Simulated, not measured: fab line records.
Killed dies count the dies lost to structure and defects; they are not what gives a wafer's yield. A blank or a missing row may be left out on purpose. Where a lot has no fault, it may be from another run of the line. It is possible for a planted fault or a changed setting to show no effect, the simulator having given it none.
Which tool is to blame? ; flow gf180mcu ; 12 lots with 36 wafers sampled at 6 steps, on a route of 602 steps

== WHAT EACH GAUGE READ, for each wafer ==
GF_NWELL_OVL_MEAS_07. Usual: NWELL_OVL gives 0.6 nm (standard deviation 1.5).
lot;measured;on;NWELL_OVL (nm);flag
L460;day 3 08:13;overlay-01;3.2 0.9 2.2;
L461;day 3 14:46;overlay-02;1.0 0.7 1.0;
L466;day 4 21:01;overlay-01;0.5 0.2 1.1;
L467;day 4 22:58;overlay-01;2.7 0.3 1.3;
L468;day 5 03:17;overlay-02;2.9 2.1 0.9;
L469;day 5 08:32;overlay-02;0.5 -0.4 -1.2;
L475;day 6 16:56;overlay-02;1.7 1.8 1.5;
L477;day 7 05:16;overlay-01;1.3 0.6 1.7;
L479;day 7 15:46;overlay-02;-0.3 0.9 1.0;
L480;day 7 20:56;overlay-02;1.2 2.0 1.2;
L481;day 8 02:23;overlay-01;-2.7 -1.7 -2.3;
L482;day 8 07:10;overlay-01;0.9 3.2 2.0;

GF_LVPWELL_TW_MEAS_11. Usual: LVPWELL_TW gives 560.3 (standard deviation 2.9).
lot;measured;on;LVPWELL_TW;flag
L460;day 3 22:11;filmMetro-02;558.7 560.5 557.7;
L461;day 4 04:23;filmMetro-01;561.6 562.2 558.6;
L466;day 5 12:29;filmMetro-02;560.2 561.0 562.3;
L467;day 5 13:35;filmMetro-01;618.3 622.0 620.6;OFF
L468;day 5 18:22;filmMetro-04;558.2 560.1 559.2;
L469;day 5 23:32;filmMetro-02;615.6 615.9 618.0;OFF
L475;day 7 09:43;filmMetro-02;561.9 561.1 561.3;
L477;day 7 22:05;filmMetro-02;563.4 561.3 560.4;
L479;day 8 08:47;filmMetro-04;555.6 557.4 555.6;
L480;day 8 13:59;filmMetro-01;558.7 559.5 562.2;
L481;day 8 19:07;filmMetro-01;562.2 562.6 564.6;
L482;day 9 01:17;filmMetro-02;562.1 563.0 565.1;

GF_VT_IMPLANT_OVL_MEAS_18. Usual: VT_IMPLANT_01_OVL gives 0.9 nm (standard deviation 1.3).
lot;measured;on;VT_IMPLANT_01_OVL (nm);flag
L460;day 6 06:43;overlay-01;3.0 2.1 0.7;
L461;day 6 13:29;overlay-01;-1.5 0.0 -1.4;
L466;day 8 04:01;overlay-01;0.6 0.3 -1.8;
L467;day 8 04:13;overlay-01;2.2 1.3 1.6;
L468;day 8 09:10;overlay-02;2.8 2.9 4.0;
L469;day 8 14:16;overlay-01;1.6 2.1 1.8;
L475;day 10 04:58;overlay-01;0.3 1.6 0.9;
L477;day 10 19:08;overlay-02;2.2 2.9 1.1;
L479;day 11 05:41;overlay-01;-0.2 -0.7 1.8;
L480;day 11 13:16;overlay-01;1.3 1.0 -0.2;
L481;day 11 18:55;overlay-01;-0.1 0.5 -1.8;
L482;day 12 01:19;overlay-02;0.5 1.2 1.3;

GF_VT_IMPLANT_RS_MEAS_48: measures by four-point-probe. Usual: LVPWELL_RS gives 1196.2 ohm/sq (standard deviation 2.3).
lot;measured;on;LVPWELL_RS (ohm/sq);flag
L460;day 7 14:58;filmMetro-01;1195.9 1195.4 1193.3;
L461;day 7 21:58;filmMetro-04;1192.1 1196.1 1196.4;
L466;day 9 15:14;filmMetro-04;1192.8 1192.7 1192.9;
L467;day 9 15:32;filmMetro-01;- - -;OFF
L468;day 9 20:34;filmMetro-04;1194.5 1195.3 1194.7;
L469;day 10 01:17;filmMetro-01;- - -;OFF
L475;day 11 19:05;filmMetro-01;1192.7 1193.5 1192.3;
L477;day 12 09:16;filmMetro-02;1199.4 1197.5 1199.6;
L479;day 12 21:04;filmMetro-02;1199.9 1198.5 1199.5;
L480;day 13 04:15;filmMetro-02;1198.0 1198.9 1197.0;
L481;day 13 10:07;filmMetro-04;1200.3 1196.7 1194.6;
L482;day 13 17:16;filmMetro-04;1198.9 1197.7 1193.9;

== WHICH TOOL RAN EACH LOT (tool, then ch and the chambers of the sampled wafers, then the start) ==
lot;GF_NWELL_STRIP_10;GF_LVPWELL_IMPLANT_08
L460;plasmaAsher-03 ch 0,1, day 3 08:34;implanter-02 ch 0, day 3 21:47
L461;plasmaAsher-04 ch 0,1, day 3 15:05;implanter-04 ch 0, day 4 03:59
L466;plasmaAsher-04 ch 0,1, day 4 21:20;implanter-03 ch 0, day 5 12:05
L467;plasmaAsher-03 ch 0,1, day 4 23:17;implanter-03 ch 0, day 5 13:11
L468;plasmaAsher-04 ch 0,1, day 5 03:37;implanter-02 ch 0, day 5 17:58
L469;plasmaAsher-04 ch 0, day 5 08:52;implanter-03 ch 0, day 5 23:08
L475;plasmaAsher-03 ch 0, day 6 17:16;implanter-04 ch 0, day 7 09:19
L477;plasmaAsher-03 ch 0,1, day 7 05:35;implanter-04 ch 0, day 7 21:41
L479;plasmaAsher-03 ch 0,1, day 7 16:07;implanter-02 ch 0, day 8 08:23
L480;plasmaAsher-04 ch 0,1, day 7 21:16;implanter-03 ch 0, day 8 13:35
L481;plasmaAsher-04 ch 0,1, day 8 02:43;implanter-04 ch 0, day 8 18:43
L482;plasmaAsher-03 ch 0,1, day 8 07:29;implanter-03 ch 0, day 9 00:53
- GF_NWELL_STRIP_10: strips in O2/N2.
- GF_LVPWELL_IMPLANT_08

== WHAT THE TOOLS THEMSELVES READ (means of the sampled wafers that have a number; where no wafer has one, the mark that the record gives instead) ==
GF_NWELL_STRIP_10. Usual: drypumpMotorCurrentA 5.74 A, standard deviation 0.15; heaterPowerW 347 W, standard deviation 18; oesProductAu 0.722 a.u., standard deviation 0.0045; stripTimeToEndpointS 37.00 s, standard deviation 0.098.
lot;tool;drypumpMotorCurrentA (A);heaterPowerW (W);oesProductAu (a.u.);stripTimeToEndpointS (s);flag
L460;plasmaAsher-03;5.75;342;0.723;37.09;
L461;plasmaAsher-04;5.82;359;0.725;37.08;
L466;plasmaAsher-04;5.81;354;0.722;37.05;
L467;plasmaAsher-03;5.69;345;0.721;37.22;
L468;plasmaAsher-04;5.81;347;0.720;37.08;
L469;plasmaAsher-04;5.83;353;0.718;37.07;
L475;plasmaAsher-03;5.73;328;0.722;36.93;
L477;plasmaAsher-03;5.69;360;0.723;36.95;
L479;plasmaAsher-03;5.73;342;0.720;36.94;
L480;plasmaAsher-04;5.77;347;0.723;37.10;
L481;plasmaAsher-04;5.77;344;0.723;37.04;
L482;plasmaAsher-03;5.71;355;0.725;36.88;

GF_LVPWELL_IMPLANT_08. Usual: doseIonsCm2 1.5001e+13, standard deviation 1.4e+10; tiltDeg 0.003 degrees, standard deviation 0.021.
lot;tool;doseIonsCm2;tiltDeg (degrees);flag
L460;implanter-02;1.5015e+13;-0.016;
L461;implanter-04;1.4997e+13;0.020;
L466;implanter-03;1.5002e+13;0.003;
L467;implanter-03;1.5015e+13;8.720;OFF
L468;implanter-02;1.5009e+13;0.013;
L469;implanter-03;1.5015e+13;8.728;OFF
L475;implanter-04;1.5013e+13;0.025;
L477;implanter-04;1.4999e+13;-0.003;
L479;implanter-02;1.5016e+13;-0.004;
L480;implanter-03;1.4986e+13;-0.021;
L481;implanter-04;1.4994e+13;0.015;
L482;implanter-03;1.4990e+13;0.036;

== THE ANSWER, worked out from the rows above alone ==
Rule: lot off if the mean of its wafers having a number is beyond 3 standard deviations from the usual mean. Also off: a lot with no number at a reading for which 4 or more lots have one. Any other lot the step has rows for is counted as sound. After the gauges, taken in route order, come the tools' own readings; for these a lot's mean is taken, as printed above. The first step at which some lot is off is used, and at that step the reading that is off furthest; a lot without a number counts as furthest.
Off: at GF_LVPWELL_TW_MEAS_11 (LVPWELL_TW), L467, L469.
A tool fits if, at a process step before that reading, it ran every lot that is off, and no sound lot after the first of them. The gauges at GF_LVPWELL_TW_MEAS_11 aren't tried: what is off there is off at GF_LVPWELL_IMPLANT_08 too, on other tools, and a gauge's error can't cause that. Not one of the candidates tried fits.

== WHAT THE SIMULATOR HAD PUT IN ==
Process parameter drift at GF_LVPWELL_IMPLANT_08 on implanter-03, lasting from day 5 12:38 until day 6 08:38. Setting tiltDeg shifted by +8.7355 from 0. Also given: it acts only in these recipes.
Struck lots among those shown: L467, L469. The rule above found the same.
